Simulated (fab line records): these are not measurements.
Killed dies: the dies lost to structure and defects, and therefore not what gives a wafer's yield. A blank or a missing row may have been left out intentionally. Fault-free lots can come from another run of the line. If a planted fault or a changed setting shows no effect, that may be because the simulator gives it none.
The same fault as seen by 2 desks || flow gf180mcu || what lay behind the numbers comes last; until then each desk has only its own

## FOR THE TOOL OWNER'S DESK: pvd sputter-02
The tool's own readings at GF_TOP_METAL_SPUTTER_00 (material Ti, target thk 37.5 nm, time 150 s): means of the sampled wafers that have a number, for each lot that ran on this tool. Any lot whose mean is over 4 standard deviations away from the usual mean is out of limits and marked OUT; that distance is given in the brackets.
Columns: A = throttle valve pct at GF_TOP_METAL_SPUTTER_00, usual 30.1 %
{"lot": "L576", "first seen here": "day 27 08:26", "A": 30.2}
{"lot": "L584", "first seen here": "day 29 18:26", "A": 29.5}
{"lot": "L589", "first seen here": "day 31 03:55", "A": 29.7}
{"lot": "L590", "first seen here": "day 31 13:03", "A": 29.5}
This desk's verdict: no lot among the 4 shows anything out of limits.

## THE METROLOGY DESK
What the gauges read, lot by lot, whatever tool the lot ran on: means of the sampled wafers that have a number. Any lot whose mean is over 4 standard deviations away from the usual mean is out of limits and marked OUT; that distance is given in the brackets.
Columns: A = V5_CVD_02_THK at GF_V5_THK_MEAS_03, usual 1444 nm; B = cd nm at GF_V5_CD_MEAS_14, usual 259.4 nm
{"lot": "L576", "first seen here": "day 26 09:39", "A": 1428, "B": 261.9}
{"lot": "L577", "first seen here": "day 26 15:57", "A": 1425, "B": 258.6}
{"lot": "L579", "first seen here": "day 27 12:40", "A": 1447, "B": 259.5}
{"lot": "L580", "first seen here": "day 27 21:31", "A": 1444, "B": 258.5}
{"lot": "L581", "first seen here": "day 28 01:25", "A": 1429, "B": 260.7}
{"lot": "L584", "first seen here": "day 28 21:16", "A": 1434, "B": 259.8}
{"lot": "L589", "first seen here": "day 30 07:38", "A": 1450, "B": 259.1}
{"lot": "L590", "first seen here": "day 30 17:20", "A": 1462, "B": 258.9}
{"lot": "L591", "first seen here": "day 30 19:36", "A": 1450, "B": 259.5}
{"lot": "L592", "first seen here": "day 31 06:38", "A": 1451, "B": 259.8}
{"lot": "L593", "first seen here": "day 31 08:36", "A": 1463, "B": 259.6}
{"lot": "L594", "first seen here": "day 32 01:50", "A": 1452, "B": 259.0}
{"lot": "L597", "first seen here": "day 32 08:40", "A": 1435, "B": 258.0}
{"lot": "L598", "first seen here": "day 32 15:59", "A": 1463, "B": 258.5}
This desk's verdict: no lot among the 14 shows anything out of limits.

## ALL TOGETHER
The tool owner's desk saw nothing out of limits.
At the metrology desk, nothing out of limits was observed.

## WHAT THE SIMULATOR HAD PUT IN
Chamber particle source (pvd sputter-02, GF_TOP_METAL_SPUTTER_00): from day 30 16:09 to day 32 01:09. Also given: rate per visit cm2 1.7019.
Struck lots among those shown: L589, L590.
